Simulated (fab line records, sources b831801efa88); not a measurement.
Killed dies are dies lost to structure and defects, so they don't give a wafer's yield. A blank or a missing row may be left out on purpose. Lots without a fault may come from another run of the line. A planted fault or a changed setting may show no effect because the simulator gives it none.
Chamber matching | flow sky130 | SKY_VIA2_CMP_24 on cmp-02: 4 sister chambers
The step polishes, stops on SiO2, t overpolish 20 s, target thk 0 nm. 4 wafers are shown with their chamber, then 12 later ones without.

WAFERS WITH THEIR CHAMBER
wafer  | chamber | motor_current_A (A)
L089.5 | 1       | 9.1
L089.6 | 2       | 14.0
L090.4 | 3       | 12.2
L090.5 | 0       | 10.5

WAFERS WITHOUT THEIR CHAMBER
wafer  | motor_current_A (A)
L091.2 | 12.8
L091.4 | 13.3
L091.6 | 14.1
L092.1 | 10.7
L092.2 | 12.4
L092.4 | 9.1
L094.2 | 11.0
L094.3 | 9.8
L094.5 | 14.5
L097.2 | 14.4
L097.3 | 9.5
L097.4 | 10.8

WHICH CHAMBER EACH WENT THROUGH
wafer  | from the rows above     | in truth
L091.2 | can't be placed: 3 or 2 | 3
L091.4 | can't be placed: 2 or 3 | 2
L091.6 | 2                       | 2
L092.1 | 0                       | 0
L092.2 | 3                       | 3
L092.4 | 1                       | 1
L094.2 | can't be placed: 0 or 3 | 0
L094.3 | can't be placed: 0 or 1 | 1
L094.5 | 2                       | 2
L097.2 | 2                       | 2
L097.3 | can't be placed: 1 or 0 | 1
L097.4 | 0                       | 0
Placed correctly: 7 of 12. Can't be placed from these rows: 5 (the true chamber is among the candidates in 5). Placed wrongly: 0.
How it was worked out, from the rows above alone: a wafer's distance from a chamber is the root of the sum, over the readings, of the square of ((its reading less the chamber's mean) divided by the reading's scatter). The wafer belongs to the nearest chamber; if the next one is less than 2 further off, it can't be placed. A chamber's mean is the mean of its shown wafers. The scatter: with one shown wafer a chamber, the root of the mean of the squares of how far each hidden wafer lies from its nearest shown one.
